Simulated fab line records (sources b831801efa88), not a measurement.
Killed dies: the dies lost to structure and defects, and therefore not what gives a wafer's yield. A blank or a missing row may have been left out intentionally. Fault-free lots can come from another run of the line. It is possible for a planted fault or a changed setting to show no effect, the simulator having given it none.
Problem report in the 8D (eight disciplines) form, filled by code    flow gf180mcu    the parts of the form that need people (team, actions taken, sign-off) are left out

1. WHAT IS WRONG
Wafers free of any fault read 847 nm (standard deviation 10) for V3_CVD_02_THK at GF_V3_THK_MEAS_03, against a mean of 1006 nm on 6 wafers of 2 lots. Measured from the usual mean, that is +16 standard deviations.
First observed at day 27 06:26: wafer L341.1, on film-metro-02. At this step, 36 wafers from 12 lots have a number in the record. By rule, "out" or "out of limits" means more than 4 standard deviations away from the usual mean. All remaining wafers that have a number are taken as sound.

2. WHAT IT IS, AND WHAT IT ISN'T
question                     is                            is not
which readings at this step  V3_CVD_02_THK                 -
which lots                   L341, L342                    L325, L326, L328, L330, L331, L332, L334, L335, L336, L337
which wafers of those lots   all that have a number        -
read on which gauges         film-metro-02, film-metro-03  film-metro-01
when                         from day 27 06:26             up to then (30 sound wafers)

3. SUSPECTS, AND WHAT RULES EACH OUT
Counting: a tool at a process step up to the reading stays a suspect if it ran every lot that is out and no sound lot after the first of them.
- the gauge at GF_V3_THK_MEAS_03: ruled out. The wafers that are out were read on 2 gauges (film-metro-02, film-metro-03).
- pecvd-04 at GF_V3_CVD_02 (deposits SiO2 from TEOS, target thk 850 nm, time 94.851 s): kept. Every lot that is out went through it, starting with L341 (day 27 06:22), and after that it ran no sound lot; the last sound lot it ran before then is L336 (day 25 17:50). Out on those wafers are its own readings of run-length-s.
After counting, what remains is pecvd-04 at GF_V3_CVD_02.

4. THE CAUSE (what the simulator had put in)
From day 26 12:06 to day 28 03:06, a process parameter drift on pecvd-04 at GF_V3_CVD_02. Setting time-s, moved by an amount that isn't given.
Counting left only this tool.

5. SEQUENCE OF EFFECTS, ordered by route
Rows list readings where the struck wafers' mean (over those with a number) sits beyond 3 standard deviations from the usual. Scope: only readings with a usual standard deviation given in the record; hours: median across lots of the time from each lot's start at the first step in this table that gives one to its start at this step; sigmas: change in usual standard deviations.
hours  step               reading             usual    on struck wafers  change  sigmas
0      GF_V3_CVD_02       run-length-s        122.7 s  140.8             +18.1   +29
0      GF_V3_THK_MEAS_03  V3_CVD_02_THK       847 nm   1006              +159    +16
1      GF_V3_CMP_04       time-to-endpoint-s  79 s     137               +58     +9.0
It contains these process steps:
- GF_V3_CVD_02: deposits SiO2 from TEOS, target thk 850 nm, time 94.851 s.
- GF_V3_CMP_04: polishes SiO2.
Later measuring or inspecting steps at which every struck wafer that the step has a row for has a number for every such reading, and none has moved that far: GF_V3_CD_MEAS_14.

6. WHAT WOULD HAVE CAUGHT IT SOONER
In this record the first reading out of limits at a measuring or inspecting step was taken at day 27 06:26, 18 hours after the fault began at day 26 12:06.
The tool's own readings at GF_V3_CVD_02 were out on every struck wafer that the step has a row for (run-length-s): an alarm limit on them would have fired on the first of those.
Lots out: 2; of these, L342 started GF_V3_CVD_02 on pecvd-04 after day 27 06:26. Holding the tool at that time would have saved it.
